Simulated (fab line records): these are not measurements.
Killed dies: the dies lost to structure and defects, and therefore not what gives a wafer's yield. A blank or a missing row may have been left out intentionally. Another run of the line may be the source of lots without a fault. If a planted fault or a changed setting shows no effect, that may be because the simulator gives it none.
Which tool was responsible? || flow gf180mcu || 14 lots, 42 wafers sampled, at 3 steps of a route of 602

== WHAT THE GAUGES SHOWED, per wafer ==
GF_MVSD_OVL_MEAS_07. Usual: MVSD_OVL typically reads -0.1 nm, with standard deviation 1.4.
{"lot": "L650", "measured": "day 4 15:37", "on": "overlay-02", "MVSD_OVL (nm)": "-0.3 0.2 1.8", "flag": ""}
{"lot": "L651", "measured": "day 5 00:13", "on": "overlay-01", "MVSD_OVL (nm)": "1.1 -0.8 -1.0", "flag": ""}
{"lot": "L652", "measured": "day 5 04:49", "on": "overlay-01", "MVSD_OVL (nm)": "1.3 1.2 0.0", "flag": ""}
{"lot": "L653", "measured": "day 5 09:53", "on": "overlay-01", "MVSD_OVL (nm)": "-1.9 -2.1 -1.5", "flag": ""}
{"lot": "L654", "measured": "day 5 16:13", "on": "overlay-01", "MVSD_OVL (nm)": "0.8 1.8 1.8", "flag": ""}
{"lot": "L656", "measured": "day 6 02:37", "on": "overlay-01", "MVSD_OVL (nm)": "-1.1 1.1 1.7", "flag": ""}
{"lot": "L657", "measured": "day 6 07:16", "on": "overlay-01", "MVSD_OVL (nm)": "-1.0 -2.0 -3.1", "flag": ""}
{"lot": "L658", "measured": "day 6 12:54", "on": "overlay-02", "MVSD_OVL (nm)": "0.1 0.8 0.0", "flag": ""}
{"lot": "L659", "measured": "day 6 19:16", "on": "overlay-02", "MVSD_OVL (nm)": "0.9 -0.2 -1.1", "flag": ""}
{"lot": "L668", "measured": "day 9 08:20", "on": "overlay-02", "MVSD_OVL (nm)": "-0.9 -1.5 3.9", "flag": ""}
{"lot": "L669", "measured": "day 9 08:29", "on": "overlay-01", "MVSD_OVL (nm)": "1.3 0.6 -0.2", "flag": ""}
{"lot": "L670", "measured": "day 9 18:53", "on": "overlay-02", "MVSD_OVL (nm)": "-2.5 0.2 0.1", "flag": ""}
{"lot": "L671", "measured": "day 9 19:14", "on": "overlay-02", "MVSD_OVL (nm)": "-1.5 -2.6 -0.6", "flag": ""}
{"lot": "L672", "measured": "day 10 00:02", "on": "overlay-01", "MVSD_OVL (nm)": "-2.1 -0.5 -0.3", "flag": ""}

GF_VT_IMPLANT_TW_MEAS_32. Usual: VT_IMPLANT_3_TW typically reads 270.6, with standard deviation 1.7.
{"lot": "L650", "measured": "day 7 02:17", "on": "film-metro-01", "VT_IMPLANT_3_TW": "270.4 271.0 270.5", "flag": ""}
{"lot": "L651", "measured": "day 7 11:07", "on": "film-metro-01", "VT_IMPLANT_3_TW": "270.5 273.3 271.7", "flag": ""}
{"lot": "L652", "measured": "day 7 15:49", "on": "film-metro-01", "VT_IMPLANT_3_TW": "271.3 271.3 271.1", "flag": ""}
{"lot": "L653", "measured": "day 7 21:02", "on": "film-metro-01", "VT_IMPLANT_3_TW": "270.8 271.3 272.1", "flag": ""}
{"lot": "L654", "measured": "day 8 05:23", "on": "film-metro-03", "VT_IMPLANT_3_TW": "270.1 270.0 271.6", "flag": ""}
{"lot": "L656", "measured": "day 8 17:05", "on": "film-metro-03", "VT_IMPLANT_3_TW": "269.9 270.6 270.5", "flag": ""}
{"lot": "L657", "measured": "day 8 22:35", "on": "film-metro-03", "VT_IMPLANT_3_TW": "271.4 271.3 271.1", "flag": ""}
{"lot": "L658", "measured": "day 9 04:43", "on": "film-metro-01", "VT_IMPLANT_3_TW": "271.9 272.4 273.0", "flag": ""}
{"lot": "L659", "measured": "day 9 13:04", "on": "film-metro-03", "VT_IMPLANT_3_TW": "267.4 268.4 267.6", "flag": ""}
{"lot": "L668", "measured": "day 12 11:05", "on": "film-metro-03", "VT_IMPLANT_3_TW": "267.8 267.8 269.4", "flag": ""}
{"lot": "L669", "measured": "day 12 12:02", "on": "film-metro-02", "VT_IMPLANT_3_TW": "271.8 272.0 273.6", "flag": ""}
{"lot": "L670", "measured": "day 12 23:04", "on": "film-metro-03", "VT_IMPLANT_3_TW": "268.3 270.5 268.5", "flag": ""}
{"lot": "L671", "measured": "day 12 23:22", "on": "film-metro-03", "VT_IMPLANT_3_TW": "268.2 269.7 268.9", "flag": ""}
{"lot": "L672", "measured": "day 13 04:28", "on": "film-metro-01", "VT_IMPLANT_3_TW": "274.1 271.9 273.1", "flag": ""}

GF_VT_IMPLANT_OVL_MEAS_40. Usual: VT_IMPLANT_03_OVL typically reads -0.2 nm, with standard deviation 1.5.
{"lot": "L650", "measured": "day 7 18:08", "on": "overlay-02", "VT_IMPLANT_03_OVL (nm)": "0.6 -0.9 0.0", "flag": ""}
{"lot": "L651", "measured": "day 8 02:38", "on": "overlay-01", "VT_IMPLANT_03_OVL (nm)": "0.0 0.9 -1.7", "flag": ""}
{"lot": "L652", "measured": "day 8 07:38", "on": "overlay-01", "VT_IMPLANT_03_OVL (nm)": "-2.6 -2.7 -1.2", "flag": ""}
{"lot": "L653", "measured": "day 8 13:08", "on": "overlay-01", "VT_IMPLANT_03_OVL (nm)": "1.2 1.5 2.7", "flag": ""}
{"lot": "L654", "measured": "day 8 21:50", "on": "overlay-02", "VT_IMPLANT_03_OVL (nm)": "-0.1 0.1 0.1", "flag": ""}
{"lot": "L656", "measured": "day 9 09:47", "on": "overlay-02", "VT_IMPLANT_03_OVL (nm)": "-0.1 -0.2 -0.6", "flag": ""}
{"lot": "L657", "measured": "day 9 14:26", "on": "overlay-02", "VT_IMPLANT_03_OVL (nm)": "-1.1 -1.3 -0.2", "flag": ""}
{"lot": "L658", "measured": "day 9 22:25", "on": "overlay-01", "VT_IMPLANT_03_OVL (nm)": "-1.9 -0.9 -0.9", "flag": ""}
{"lot": "L659", "measured": "day 10 05:35", "on": "overlay-02", "VT_IMPLANT_03_OVL (nm)": "1.0 -0.8 1.4", "flag": ""}
{"lot": "L668", "measured": "day 13 06:50", "on": "overlay-02", "VT_IMPLANT_03_OVL (nm)": "1.2 1.3 2.1", "flag": ""}
{"lot": "L669", "measured": "day 13 07:44", "on": "overlay-01", "VT_IMPLANT_03_OVL (nm)": "-1.6 0.1 -3.7", "flag": ""}
{"lot": "L670", "measured": "day 13 19:02", "on": "overlay-02", "VT_IMPLANT_03_OVL (nm)": "1.2 -0.9 0.9", "flag": ""}
{"lot": "L671", "measured": "day 13 19:20", "on": "overlay-01", "VT_IMPLANT_03_OVL (nm)": "0.3 2.8 1.1", "flag": ""}
{"lot": "L672", "measured": "day 14 00:47", "on": "overlay-01", "VT_IMPLANT_03_OVL (nm)": "0.4 -0.1 -1.1", "flag": ""}

== TOOL THAT RAN EACH LOT (tool first, then ch and the chambers of the sampled wafers, then the start) ==
There is no process step in the record ahead of these readings.

== WHAT THE TOOLS THEMSELVES READ (means of the sampled wafers that have a number; where no wafer has one, the mark that the record gives instead) ==
The record holds no such reading with a usual standard deviation.

== THE ANSWER, worked out from the rows above alone ==
Rule: lot off if the mean of its wafers having a number is beyond 3 standard deviations from the usual mean. A lot without any number at a reading at which 4 lots or more have one is off too. The other lots that the step has rows for count as sound. First the gauges in route order, then the tools' own readings, where a lot's mean is used as printed above. The first step at which some lot is off is used, and at that step the reading that is off furthest; a lot without a number counts as furthest.
Nothing can be told from this: no lot is off at any reading shown.

== WHAT WAS PUT IN BY THE SIMULATOR ==
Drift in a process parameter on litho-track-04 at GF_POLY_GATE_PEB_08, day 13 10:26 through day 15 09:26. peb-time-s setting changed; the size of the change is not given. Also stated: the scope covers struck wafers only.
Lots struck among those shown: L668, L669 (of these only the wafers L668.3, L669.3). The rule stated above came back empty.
